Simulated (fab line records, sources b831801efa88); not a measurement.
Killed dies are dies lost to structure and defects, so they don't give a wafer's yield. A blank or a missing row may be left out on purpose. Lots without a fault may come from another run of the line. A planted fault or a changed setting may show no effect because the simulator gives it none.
Problem report in the 8D (eight disciplines) form, filled by code | flow sky130 | the parts of the form that need people (team, actions taken, sign-off) are left out

1. THE PROBLEM
strip_time_to_endpoint_s at SKY_PASSIVATION_STRIP_12 reads a mean of 27.36 s on 6 wafers of 2 lots; wafers without a fault read 31.54 s with a standard deviation of 0.12. That is -35 standard deviations from the usual mean.
The step: strips in O2/N2.
First seen on wafer L330.1, day 47 08:31, on plasma_asher-03. The record holds 33 wafers of 11 lots with a number at this step. Rule for "out", or "out of limits": more than 4 standard deviations from the usual mean. The other wafers with a number count as sound.

2. WHAT IT IS AND WHAT IT IS NOT
question                    | is                       | is not
which readings at this step | strip_time_to_endpoint_s | chamber_pressure_mTorr, drypump_motor_current_A, oes_product_au
which lots                  | L330, L333               | L319, L320, L322, L336, L338, L339, L340, L341, L342
which wafers of those lots  | all that have a number   | -
read on which tools         | plasma_asher-03          | plasma_asher-02, plasma_asher-04
when                        | from day 47 08:31        | up to then (9 sound wafers); but 18 sound wafers of L336, L338, L339, L340, L341, L342 came after

3. SUSPECTS, AND WHAT RULES EACH OUT
Counting: a tool at a process step up to the reading stays a suspect if it ran every lot that is out and no sound lot after the first of them.
- litho_track-01 at SKY_PASSIVATION_COAT_06 (resist thk 3000 nm): kept. It ran every lot that is out, first L330 (day 46 23:20), and no sound lot after that; its last sound lot up to then is L322 (day 44 17:32).
- plasma_asher-03 at SKY_PASSIVATION_STRIP_12 (strips in O2/N2): ruled out as a lasting fault. Sound lots L341 ran on it after its first lot that is out, L330 (day 47 08:31).
Left after counting: litho_track-01 at SKY_PASSIVATION_COAT_06.

4. THE CAUSE (what the simulator had put in)
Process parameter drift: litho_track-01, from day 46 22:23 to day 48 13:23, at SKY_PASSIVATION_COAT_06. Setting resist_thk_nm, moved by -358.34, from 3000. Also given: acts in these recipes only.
Counting left only this tool.

5. THE CHAIN OF EFFECTS, in route order
Each row: a reading whose mean over the struck wafers that have a number lies more than 3 standard deviations from the usual. Only readings for which the record gives a usual standard deviation are gone through. hours: the time from each lot's start at the first step in this table that gives one to its start at this step, as a median over the lots. sigmas: the change in usual standard deviations.
hours | step                     | reading                  | usual   | on struck wafers | change | sigmas
0     | SKY_PASSIVATION_STRIP_12 | strip_time_to_endpoint_s | 31.54 s | 27.36            | -4.18  | -35
The process steps in it:
- SKY_PASSIVATION_STRIP_12: strips in O2/N2.

6. WHAT WOULD HAVE CAUGHT IT SOONER
In this record the first reading out of limits was taken at day 47 08:31, 10 hours after the fault began at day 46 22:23.
Of the lots that are out (2), L333 began SKY_PASSIVATION_COAT_06 on litho_track-01 after day 47 08:31. A hold on the tool at that time would have spared it.
